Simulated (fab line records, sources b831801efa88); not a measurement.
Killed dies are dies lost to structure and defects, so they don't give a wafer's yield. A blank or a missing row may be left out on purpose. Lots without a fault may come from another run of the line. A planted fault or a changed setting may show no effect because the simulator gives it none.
fab line records | flow gf180mcu
record lots=7 wafers=21 last_day=34
route steps=602 shown CONTACT@314 M1@315
lots that met no fault: from a run of the same line without faults
start_h: hours from the record's first day to the start of the lot's first wafer shown | wait_h: hours since the lot's step before | " the same as in the row above | L1.1+2: a row that stands for several wafers | - no value, or no start given | * or withheld: withheld | < > ~ a bound
route shown NAME@n: a module of which the file shows steps, and the number in the route of the first | usual: mean/standard deviation of fault-free wafers | same: alike in all rows | chamber/n: place in a boat | sites: the reading at each site | _std_site: their standard deviation | _edge_site: outer sites' mean less inner sites' | radius_mm: how far each site lies from the wafer's centre | mask NAME#n: copy n | behind: the tool/chamber that last shaped the wafer | hold: why the lot was held/for how many hours/how that ended | device: the transistor (n, p or np) that didn't switch | end of line: the same wafers' tests at the end of the route | a step without rows: its recipe alone | killed: dies lost to structure and defects at the first sort, not the wafer's yield | map: a wafer's dies, x killed, . not, _ none there
set.NAME: the setting as run; set.NAME@STEP: as run at that earlier step | model.NAME: the simulator's own value behind a step, which no gauge read
lots at some steps of the route; a table a step, a row a wafer
services: from which hour (start_h, from the record's first day; less than 0 if before it) a tool's chamber was out of use, for how many hours, and why
## steps
# step GF_CONTACT_CMP_27
# recipe stop_on=SiO2 down_force_psi=3.5 platen_rpm=60 t_overpolish_s=15 target_thk_nm=0 pad_velocity_m_s=0.94248
# usual motor_current_A=10.7/0.83 overpolish_run_s=15.000/0.0085 retaining_ring_pressure_frac=1.000/0.0044 slurry_filter_dp_kPa=13.50/0.15 time_to_endpoint_s=72/3.2
# columns lot.wafer tool chamber start_h wait_h motor_current_A overpolish_run_s retaining_ring_pressure_frac slurry_filter_dp_kPa time_to_endpoint_s
L290.3 cmp-02 1 404.27 0.0 12.5 15.013 0.994 13.53 69
L290.4 " 2 " " 9.5 14.986 0.997 13.51 67
L290.5 " 1 " " 12.0 15.008 1.003 13.61 67
L295.2 cmp-01 2 445.42 0.0 11.7 14.998 0.994 13.44 75
L295.4 " 1 " " 10.6 14.996 1.007 13.51 68
L295.6 " 2 " " 11.4 15.004 1.000 13.51 73
L299.1 cmp-02 2 480.94 0.1 9.5 14.995 1.007 13.59 73
L299.4 " 3 " " 11.7 14.986 1.004 13.42 76
L299.5 " 2 " " 9.6 14.988 0.999 13.56 72
L300.3 cmp-02 2 488.82 0.0 10.3 14.996 1.000 13.46 72
L300.4 " 0 " " 10.6 14.997 1.001 13.89 72
L300.6 " 3 " " 11.3 14.989 1.001 13.45 69
L301.2 cmp-01 2 499.02 0.0 11.3 14.993 1.003 13.44 74
L301.3 " 0 " " 10.2 14.989 0.998 13.26 70
L301.4 " 1 " " 11.1 15.002 0.994 13.41 70
L307.3 cmp-02 2 545.60 0.1 9.7 14.985 1.001 13.45 70
L307.2 " 3 " " 11.9 14.994 1.006 13.10 76
L307.6 " 1 " " 11.7 14.995 0.995 13.60 72
L309.3 cmp-01 0 556.53 0.0 9.9 15.003 1.000 13.50 67
L309.1 " 2 " " 11.4 14.981 0.997 13.66 75
L309.2 " 3 " " 9.5 14.993 1.001 13.45 75
# step GF_M1_SPUTTER_00
# recipe material=Ti target_thk_nm=37.5 arriving_ion_energy_ev=80 substrate_temp_c=200 chamber_pressure_pa=2 power_w=4000 time_s=150
# usual throttle_valve_pct=29.9/0.9
# columns lot.wafer tool chamber start_h wait_h throttle_valve_pct
L290.3 pvd_sputter-03 - 404.57 0.2 30.3
L290.4 " - " " 29.7
L290.5 " - " " 30.5
L295.2 pvd_sputter-04 - 445.72 0.2 30.7
L295.4 " - " " 31.0
L295.6 " - " " 29.1
L299.1 pvd_sputter-04 - 481.19 0.2 28.1
L299.4 " - " " 30.6
L299.5 " - " " 31.0
L300.3 pvd_sputter-02 - 489.12 0.2 29.1
L300.4 " - " " 31.0
L300.6 " - " " 30.1
L301.2 pvd_sputter-04 - 499.32 0.2 29.0
L301.3 " - " " 30.5
L301.4 " - " " 28.3
L307.2 pvd_sputter-04 - 545.80 0.1 30.5
L307.3 " - " " 29.0
L307.6 " - " " 31.1
L309.1 pvd_sputter-04 - 556.83 0.1 28.3
L309.2 " - " " 30.8
L309.3 " - " " 30.6
# step GF_M1_SPUTTER_01
# recipe material=TiN target_thk_nm=30 power_w=6500 time_s=25 chamber_pressure_pa=0.4
# usual throttle_valve_pct=29.9/0.91
# columns lot.wafer tool chamber start_h wait_h throttle_valve_pct
L290.3 pvd_sputter-03 - 404.67 0.1 30.3
L290.4 " - " " 29.5
L290.5 " - " " 30.3
L295.2 pvd_sputter-04 - 445.82 0.1 30.9
L295.4 " - " " 31.0
L295.6 " - " " 28.8
L299.1 pvd_sputter-04 - 481.29 0.1 28.2
L299.4 " - " " 30.8
L299.5 " - " " 31.1
L300.3 pvd_sputter-02 - 489.22 0.1 29.4
L300.4 " - " " 31.1
L300.6 " - " " 30.4
L301.2 pvd_sputter-04 - 499.42 0.1 29.2
L301.3 " - " " 30.7
L301.4 " - " " 28.1
L307.2 pvd_sputter-04 - 545.90 0.1 30.9
L307.3 " - " " 28.9
L307.6 " - " " 31.1
L309.1 pvd_sputter-04 - 556.93 0.1 28.4
L309.2 " - " " 31.0
L309.3 " - " " 30.7
# step GF_M1_SPUTTER_02
# recipe material=AlCu target_thk_nm=450 power_w=10600 time_s=23.9 chamber_pressure_pa=0.4
# usual throttle_valve_pct=29.9/0.91
# columns lot.wafer tool chamber start_h wait_h throttle_valve_pct
L290.3 pvd_sputter-03 - 404.70 0.0 30.5
L290.4 " - " " 29.3
L290.5 " - " " 30.1
L295.2 pvd_sputter-04 - 445.85 0.0 30.6
L295.4 " - " " 31.0
L295.6 " - " " 28.9
L299.1 pvd_sputter-04 - 481.32 0.0 28.2
L299.4 " - " " 30.5
L299.5 " - " " 31.1
L300.3 pvd_sputter-02 - 489.25 0.0 29.2
L300.4 " - " " 30.9
L300.6 " - " " 30.5
L301.2 pvd_sputter-04 - 499.46 0.0 29.0
L301.3 " - " " 30.7
L301.4 " - " " 28.2
L307.2 pvd_sputter-04 - 545.93 0.0 30.7
L307.3 " - " " 29.1
L307.6 " - " " 31.0
L309.1 pvd_sputter-04 - 556.96 0.0 28.1
L309.2 " - " " 31.0
L309.3 " - " " 30.8
# step GF_M1_SPUTTER_03
# recipe material=Ti target_thk_nm=10 substrate_temp_c=300 chamber_pressure_pa=0.3 power_w=3000 time_s=6.7
# usual throttle_valve_pct=29.9/0.91
# columns lot.wafer tool chamber start_h wait_h throttle_valve_pct
L290.3 pvd_sputter-03 - 404.73 0.0 30.4
L290.4 " - " " 29.5
L290.5 " - " " 30.4
L295.2 pvd_sputter-04 - 445.88 0.0 30.2
L295.4 " - " " 31.0
L295.6 " - " " 29.1
L299.1 pvd_sputter-04 - 481.35 0.0 28.2
L299.4 " - " " 30.8
L299.5 " - " " 30.9
L300.3 pvd_sputter-02 - 489.28 0.0 29.3
L300.4 " - " " 31.1
L300.6 " - " " 30.5
L301.2 pvd_sputter-04 - 499.49 0.0 29.4
L301.3 " - " " 30.7
L301.4 " - " " 28.1
L307.2 pvd_sputter-04 - 545.96 0.0 30.7
L307.3 " - " " 28.9
L307.6 " - " " 31.2
L309.1 pvd_sputter-04 - 556.99 0.0 28.1
L309.2 " - " " 30.9
L309.3 " - " " 31.0
# step GF_M1_SPUTTER_04
# recipe material=TiN target_thk_nm=50 power_w=6500 time_s=41.7 chamber_pressure_pa=0.4
# step GF_M1_RS_MEAS_05
# recipe thk_meas_gauge=four-point-probe reads=TiN_of_M1_SPUTTER_04+Ti_of_M1_SPUTTER_03+AlCu_of_M1_SPUTTER_02+TiN_of_M1_SPUTTER_01+Ti_of_M1_SPUTTER_00
# usual M1_ALCU_RS=0.0696/0.00077
# columns lot.wafer tool chamber start_h wait_h M1_ALCU_RS[ohm/sq]
L290.3 film_metro-03 - 404.83 0.1 0.0688
L290.4 " - " " 0.0685
L290.5 " - " " 0.0691
L295.2 film_metro-01 - 445.96 0.0 0.0694
L295.4 " - " " 0.0696
L295.6 " - " " 0.0687
L299.1 film_metro-03 - 481.41 0.0 0.0707
L299.4 " - " " 0.0711
L299.5 " - " " 0.0705
L300.3 film_metro-03 - 489.38 0.1 0.0683
L300.4 " - " " 0.0695
L300.6 " - " " 0.0694
L301.2 film_metro-03 - 499.57 0.0 0.0701
L301.3 " - " " 0.0712
L301.4 " - " " 0.0707
L307.2 film_metro-03 - 546.04 0.0 0.0699
L307.3 " - " " 0.0690
L307.6 " - " " 0.0696
L309.1 film_metro-03 - 557.05 0.0 0.0702
L309.2 " - " " 0.0693
L309.3 " - " " 0.0700
# step GF_M1_THK_MEAS_06
# recipe thk_meas_gauge=xrf reads=AlCu_of_M1_SPUTTER_02
# usual M1_ALCU_THK=444/5.6
# columns lot.wafer tool chamber start_h wait_h M1_ALCU_THK[nm]
L290.3 film_metro-03 - 404.93 0.1 451
L290.4 " - " " 450
L290.5 " - " " 447
L295.2 film_metro-01 - 446.07 0.1 450
L295.4 " - " " 448
L295.6 " - " " 453
L299.1 film_metro-03 - 481.53 0.1 434
L299.4 " - " " 431
L299.5 " - " " 438
L300.3 film_metro-03 - 489.48 0.1 450
L300.4 " - " " 443
L300.6 " - " " 442
L301.2 film_metro-03 - 499.68 0.1 438
L301.3 " - " " 429
L301.4 " - " " 433
L307.2 film_metro-03 - 546.15 0.1 444
L307.3 " - " " 448
L307.6 " - " " 444
L309.1 film_metro-03 - 557.17 0.1 440
L309.2 " - " " 445
L309.3 " - " " 440
# step GF_M1_DEHYDRATE_07
# recipe temp_c=200 time_s=60
# step GF_M1_HMDS_08
# recipe prime_time_s=60 prime_temp_c=120
# step GF_M1_COAT_09
# recipe resist=KrF spin_rpm=withheld resist_thk_nm=1000
# step GF_M1_SOFTBAKE_10
# recipe temp_c=130 time_s=60 resist=KrF
# step GF_M1_EXPOSE_11
# recipe mask_id=Metal1 target_cd_nm=230 na=0.68 source_shape=conventional sigma_outer=0.6 dose_mj=28
# usual exposure_dose_mJ_cm2=27.973/0.029 focus_offset_nm=0.0/0.49 stage_vel_mm_s=500.04/0.24
# columns lot.wafer tool chamber start_h wait_h mask exposure_dose_mJ_cm2 focus_offset_nm stage_vel_mm_s
L290.3 krf_scanner-01 0 417.09 - Metal1#0 27.969 -0.5 499.85
L290.4 " 0 " " Metal1#0 27.998 0.4 499.97
L290.5 " 0 " " Metal1#0 28.011 0.6 499.90
L295.2 krf_scanner-02 0 458.79 - Metal1#0 27.999 0.4 499.94
L295.4 " 0 " " Metal1#0 27.997 0.6 500.31
L295.6 " 0 " " Metal1#0 27.976 -0.3 500.20
L299.1 krf_scanner-02 - 492.94 - Metal1#0 - - -
L299.4 " - " " Metal1#0 - - -
L299.5 " - " " Metal1#0 - - -
L300.3 krf_scanner-01 - 501.21 - Metal1#0 - - -
L300.4 " - " " Metal1#0 - - -
L300.6 " - " " Metal1#0 - - -
L301.2 krf_scanner-01 - 511.84 - Metal1#0 - - -
L301.3 " - " " Metal1#0 - - -
L301.4 " - " " Metal1#0 - - -
L307.2 krf_scanner-01 0 557.82 - Metal1#0 27.961 0.0 499.84
L307.3 " 0 " " Metal1#0 27.968 0.4 499.75
L307.6 " 0 " " Metal1#0 27.939 0.9 499.95
L309.1 krf_scanner-02 0 567.87 - Metal1#0 27.980 0.0 500.32
L309.2 " 0 " " Metal1#0 27.975 0.8 500.45
L309.3 " 0 " " Metal1#0 27.934 -0.6 500.15
# step GF_M1_PEB_12
# recipe peb_temp_c=135 peb_time_s=90 resist=KrF
## services
# columns tool chamber start_h hours kind
krf_scanner-01 - 384.40 7.2 pm
cmp-02 - 387.73 2.7 repair
cmp-02 - 389.38 2.4 repair
krf_scanner-02 - 390.32 11.8 repair
krf_scanner-01 - 396.63 1.3 repair
krf_scanner-01 - 402.17 1.3 pm
krf_scanner-01 - 403.47 1.0 pm
cmp-01 - 404.14 4.0 pm
cmp-01 - 406.87 0.6 repair
krf_scanner-02 - 409.36 0.8 pm
cmp-02 - 411.13 2.6 repair
cmp-01 - 412.35 3.8 repair
krf_scanner-01 - 453.56 0.8 pm
cmp-02 - 463.01 6.0 pm
krf_scanner-02 - 465.47 1.0 pm
cmp-01 - 490.35 1.3 repair
krf_scanner-01 0 490.60 - calibration
cmp-01 - 515.84 4.2 repair
pvd_sputter-04 - 516.60 1.7 repair
krf_scanner-02 - 517.71 1.3 pm
cmp-01 - 520.07 4.7 pm
cmp-01 - 527.87 2.4 repair
krf_scanner-01 - 565.83 1.0 pm
krf_scanner-01 - 566.83 1.3 pm
## key
first_sign step=GF_M1_EXPOSE_11 reading=tool_record direction=missing
effect none on later readings
met_at GF_M1_EXPOSE_11
struck_wafers L299.1,L299.4,L299.5,L300.3,L300.4,L300.6,L301.2,L301.3,L301.4
later_rows_left_out L299.1,L299.4,L299.5,L300.3,L300.4,L300.6,L301.2,L301.3,L301.4
sort_left_out L299.1,L299.4,L299.5,L300.3,L300.4,L300.6,L301.2,L301.3,L301.4
onset_between 458.79 492.94
fault kind=skipped_step_whole tool=krf_scanner-01,krf_scanner-02 chamber=- onset_h=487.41 steps=GF_M1_EXPOSE_11 scope=struck_lots_only
# sort_left_out: the simulated sort isn't trusted on such a fault, so these wafers' sort isn't shown, and their yield isn't known
# later_rows_left_out: the simulator's readings of these wafers behind a module that went badly wrong aren't trusted and aren't shown, but for the sort
